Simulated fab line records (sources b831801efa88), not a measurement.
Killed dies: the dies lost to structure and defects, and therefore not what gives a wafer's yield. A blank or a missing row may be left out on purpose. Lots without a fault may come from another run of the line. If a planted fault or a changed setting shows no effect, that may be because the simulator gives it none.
Chamber matching | flow gf180mcu | GF_V4_CVD_02 on pecvd-01 has 3 sister chambers
The step deposits SiO2 from TEOS, target thk 850 nm, time 94.851 s. 6 wafers are shown with their chamber, then 7 later ones without.

== WAFERS PAIRED WITH THEIR CHAMBERS ==
wafer  | chamber | heater_power_w (W)
L834.1 | 0       | 400
L836.5 | 0       | 491
L841.4 | 2       | 689
L841.5 | 1       | 668
L850.2 | 1       | 686
L850.3 | 2       | 642

== WAFERS MISSING THEIR CHAMBER ==
wafer  | heater_power_w (W)
L850.4 | 478
L854.2 | 774
L854.3 | 470
L854.6 | 788
L855.3 | 812
L855.4 | 492
L855.5 | 743

== WHICH CHAMBER EACH ONE RAN IN ==
wafer  | from the rows above     | in truth
L850.4 | 0                       | 0
L854.2 | can't be placed: 1 or 2 | 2
L854.3 | 0                       | 0
L854.6 | can't be placed: 1 or 2 | 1
L855.3 | can't be placed: 1 or 2 | 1
L855.4 | 0                       | 0
L855.5 | can't be placed: 1 or 2 | 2
Placed correctly: 3 of 7. From these rows, 4 cannot be placed; in 4 the true chamber is one of the candidates. Wrongly placed: 0.
How it was worked out, from the rows above alone: a wafer's distance from a chamber is the root of the sum, over the readings, of the square of ((its reading less the chamber's mean) divided by the reading's scatter). The wafer belongs to the nearest chamber; if the next one is less than 2 further off, it can't be placed. The mean given for a chamber averages the wafers shown for that chamber. How the scatter is found: for the shown wafers, subtract from each reading the mean of its chamber, square and add these, divide the total by (wafers less chambers), then take the root.
